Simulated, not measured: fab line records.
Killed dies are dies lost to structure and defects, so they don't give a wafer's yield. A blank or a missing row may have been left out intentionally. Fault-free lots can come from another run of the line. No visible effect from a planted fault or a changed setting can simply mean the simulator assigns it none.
A single fault, viewed from 2 desks / flow sky130 / each desk has only its own numbers; what lay behind them comes last

== FROM THE METROLOGY DESK ==
What the gauges read for every lot (on any tool): the sampled wafers with a number, averaged. Any lot whose mean is over 4 standard deviations away from the usual mean is out of limits and marked OUT; that distance is given in the brackets.
Columns: A = POLY_GATE_CVD_00_THK at SKY_POLY_GATE_THK_MEAS_01, usual 179.9 nm; B = POLY_GATE_OVL at SKY_POLY_GATE_OVL_MEAS_14, usual 0 nm; C = cd-nm at SKY_POLY_GATE_CD_MEAS_22, usual 150.0 nm
lot=L417; first seen here=day 13 22:35; A=179.5; B=3; C=150.9
lot=L419; first seen here=day 14 11:52; A=180.9; B=2; C=149.5
lot=L418; first seen here=day 14 11:53; A=181.7; B=12; C=152.0
lot=L420; first seen here=day 14 22:23; A=181.4; B=-2; C=149.7
lot=L421; first seen here=day 15 09:16; A=180.4; B=-2; C=152.6
lot=L422; first seen here=day 15 14:09; A=176.4; B=-6; C=147.5
lot=L424; first seen here=day 16 08:04; A=178.2; B=5; C=-
lot=L425; first seen here=day 16 14:32; A=178.3; B=-1; C=-
lot=L433; first seen here=day 20 07:12; A=179.8; B=2; C=147.2
lot=L435; first seen here=day 20 16:13; A=181.5; B=-5; C=151.0
lot=L434; first seen here=day 20 20:54; A=182.5; B=5; C=148.5
lot=L436; first seen here=day 21 00:08; A=179.9; B=6; C=148.3
lot=L439; first seen here=day 21 19:34; A=180.5; B=7; C=148.8
lot=L440; first seen here=day 22 02:32; A=178.3; B=6; C=151.7
This desk's finding: nothing out of limits on any of the 14 lots.

== FOR THE TOOL OWNER'S DESK: rie-diel-04 ==
The tool's own readings at SKY_POLY_GATE_ETCH_15 (etches BARC in N2/H2, stops on SiO2, time 118.5 s, target depth 110 nm): means of the sampled wafers that have a number, for each lot that ran on this tool. Any lot whose mean is over 4 standard deviations away from the usual mean is out of limits and marked OUT; that distance is given in the brackets.
Columns: A = bias-w at SKY_POLY_GATE_ETCH_15, usual 100.00 W; B = chamber-pressure-mTorr at SKY_POLY_GATE_ETCH_15, usual 30.002 mTorr; C = drypump-motor-current-A at SKY_POLY_GATE_ETCH_15, usual 5.7 A; D = oes-product-au at SKY_POLY_GATE_ETCH_15, usual 0.717 a.u.; E = throttle-valve-pct at SKY_POLY_GATE_ETCH_15, usual 13.212 %
lot=L417; first seen here=day 16 08:20; A=100.38; B=29.984; C=5.4; D=0.712; E=13.219
lot=L419; first seen here=day 16 21:20; A=100.12; B=29.988; C=5.3; D=0.716; E=13.204
lot=L433; first seen here=day 22 22:47; A=100.22; B=30.002; C=5.5; D=0.718; E=13.209
lot=L435; first seen here=day 23 08:20; A=100.24; B=30.030; C=5.4; D=0.720; E=13.207
lot=L434; first seen here=day 23 13:02; A=100.05; B=30.009; C=5.4; D=0.717; E=13.214
lot=L439; first seen here=day 24 10:02; A=99.78; B=29.981; C=5.4; D=0.715; E=13.203
This desk's finding: nothing out of limits on any of the 6 lots.

== BROUGHT TOGETHER ==
Nothing out of limits was seen by the metrology desk.
The desk of the tool owner found nothing out of limits.

== WHAT WAS PUT IN BY THE SIMULATOR ==
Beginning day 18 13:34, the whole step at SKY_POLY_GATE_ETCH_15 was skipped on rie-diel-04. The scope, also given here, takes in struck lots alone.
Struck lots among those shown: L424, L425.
